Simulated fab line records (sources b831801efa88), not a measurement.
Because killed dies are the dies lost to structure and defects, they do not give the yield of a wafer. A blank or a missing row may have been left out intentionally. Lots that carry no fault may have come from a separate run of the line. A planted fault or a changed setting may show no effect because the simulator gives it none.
Which tool was responsible?	flow sky130	10 lots, 30 wafers sampled, at 4 steps of a route of 708

## WHAT THE GAUGES READ, wafer by wafer
SKY_METAL3_OVL_MEAS_14. Usual: METAL3_OVL -3 nm, standard deviation 5.4.
lot	measured	on	METAL3_OVL (nm)	flag
L377	day 38 22:23	overlay-01	0 -4 1	
L385	day 42 02:05	overlay-02	-12 -12 -9	
L386	day 42 10:09	overlay-01	-3 -1 -6	
L387	day 42 19:47	overlay-02	6 5 -4	
L393	day 43 13:29	overlay-02	-5 -4 -11	
L394	day 44 10:11	overlay-02	-3 -5 -12	
L395	day 44 15:44	overlay-02	4 6 4	
L396	day 44 17:26	overlay-01	0 -2 9	
L397	day 44 17:47	overlay-02	-4 -3 -5	
L398	day 44 23:08	overlay-01	-6 -5 -4	

## WHAT TOOL EACH LOT RAN ON (gives the tool, then ch and the chambers of the sampled wafers, and finally the start)
lot	SKY_METAL2_SPUTTER_00	SKY_METAL3_SPUTTER_01	SKY_METAL3_SPUTTER_04
L377	pvdSputter-04, day 34 11:04	pvdSputter-01, day 36 18:40	pvdSputter-01, day 36 18:44
L385	pvdSputter-04, day 37 20:38	pvdSputter-02, day 40 02:09	pvdSputter-02, day 40 02:14
L386	pvdSputter-03, day 38 05:15	pvdSputter-02, day 40 10:19	pvdSputter-02, day 40 10:24
L387	pvdSputter-03, day 38 14:50	pvdSputter-02, day 40 19:52	pvdSputter-02, day 40 19:56
L393	pvdSputter-03, day 39 08:26	pvdSputter-01, day 41 12:58	pvdSputter-01, day 41 13:02
L394	pvdSputter-01, day 40 09:54	pvdSputter-02, day 42 12:02	pvdSputter-02, day 42 12:07
L395	pvdSputter-03, day 40 16:03	pvdSputter-02, day 42 18:01	pvdSputter-02, day 42 18:06
L396	pvdSputter-03, day 40 18:56	pvdSputter-02, day 42 20:16	pvdSputter-02, day 42 20:21
L397	pvdSputter-01, day 40 19:14	pvdSputter-01, day 42 20:37	pvdSputter-01, day 42 20:41
L398	pvdSputter-03, day 40 22:19	pvdSputter-02, day 43 01:13	pvdSputter-02, day 43 01:17
- SKY_METAL2_SPUTTER_00: material Ti, target thk 15 nm, time 10 s.
- SKY_METAL3_SPUTTER_01: material TiN, target thk 20 nm, time 16.7 s.
- SKY_METAL3_SPUTTER_04: material TiN, target thk 70 nm, time 58.3 s.

## AS READ BY THE TOOLS THEMSELVES (means over the sampled wafers that have a number; for cases with no such wafer, the mark the record gives instead)
SKY_METAL2_SPUTTER_00. Usual: cathodeDcPowerW 3000.0 W, standard deviation 0.51; chamberPressurePa 0.4000 Pa, standard deviation 0.00071; throttleValvePct 29.6 %, standard deviation 0.78.
lot	tool	cathodeDcPowerW (W)	chamberPressurePa (Pa)	throttleValvePct (%)	flag
L377	pvdSputter-04	3000.0	0.3999	30.4	
L385	pvdSputter-04	2999.8	0.3993	29.4	
L386	pvdSputter-03	2999.6	0.3996	29.5	
L387	pvdSputter-03	2999.6	0.4005	29.8	
L393	pvdSputter-03	3000.2	0.4006	29.1	
L394	pvdSputter-01	2999.8	0.3993	29.0	
L395	pvdSputter-03	3000.3	0.4001	29.4	
L396	pvdSputter-03	2999.5	0.4005	29.6	
L397	pvdSputter-01	2999.9	0.4000	28.9	
L398	pvdSputter-03	3000.3	0.4001	29.9	

SKY_METAL3_SPUTTER_01. Usual: cathodeDcPowerW 6499.8 W, standard deviation 1.4; chamberPressurePa 0.4000 Pa, standard deviation 0.00083; throttleValvePct 29.4 %, standard deviation 0.81.
lot	tool	cathodeDcPowerW (W)	chamberPressurePa (Pa)	throttleValvePct (%)	flag
L377	pvdSputter-01	6500.7	0.4004	29.0	
L385	pvdSputter-02	6499.6	0.4005	29.2	
L386	pvdSputter-02	6499.8	0.4002	29.4	
L387	pvdSputter-02	6499.8	0.3999	30.0	
L393	pvdSputter-01	6499.9	0.3996	29.0	
L394	pvdSputter-02	6500.1	0.4000	28.7	
L395	pvdSputter-02	6500.8	0.4000	29.1	
L396	pvdSputter-02	6499.6	0.3999	29.7	
L397	pvdSputter-01	6498.8	0.4000	29.6	
L398	pvdSputter-02	6500.1	0.4000	28.4	

SKY_METAL3_SPUTTER_04. Usual: cathodeDcPowerW 6500.1 W, standard deviation 1.1; chamberPressurePa 0.4000 Pa, standard deviation 0.00083; throttleValvePct 29.4 %, standard deviation 0.8.
lot	tool	cathodeDcPowerW (W)	chamberPressurePa (Pa)	throttleValvePct (%)	flag
L377	pvdSputter-01	6500.3	0.4005	28.9	
L385	pvdSputter-02	-	-	-	OFF
L386	pvdSputter-02	-	-	-	OFF
L387	pvdSputter-02	6500.3	0.3991	29.7	
L393	pvdSputter-01	6500.6	0.3999	28.9	
L394	pvdSputter-02	6499.6	0.4013	28.8	
L395	pvdSputter-02	6500.8	0.4002	28.9	
L396	pvdSputter-02	6501.0	0.4000	29.9	
L397	pvdSputter-01	6500.5	0.4004	29.6	
L398	pvdSputter-02	6499.1	0.3999	28.6	

## THE ANSWER, worked out from the rows above alone
Rule: a lot is off if the mean of its wafers that have a number lies more than 3 standard deviations from the usual mean. A lot without any number at a reading at which 4 lots or more have one is off too. All remaining lots with rows at the step are treated as sound. After the gauges, taken in route order, come the tools' own readings; for these a lot's mean is taken, as printed above. At the first step where some lot is off, the reading lying furthest off is the one used; lots without a number count as furthest.
Off: L385, L386, at SKY_METAL3_SPUTTER_04 (cathodeDcPowerW). Without a number there: L385, L386.
If a tool, at that step or one of the process steps before it, ran each lot that is off and ran no sound lot following the first of them, it fits. None of those tried fits.

## WHAT HAD BEEN PUT IN BY THE SIMULATOR
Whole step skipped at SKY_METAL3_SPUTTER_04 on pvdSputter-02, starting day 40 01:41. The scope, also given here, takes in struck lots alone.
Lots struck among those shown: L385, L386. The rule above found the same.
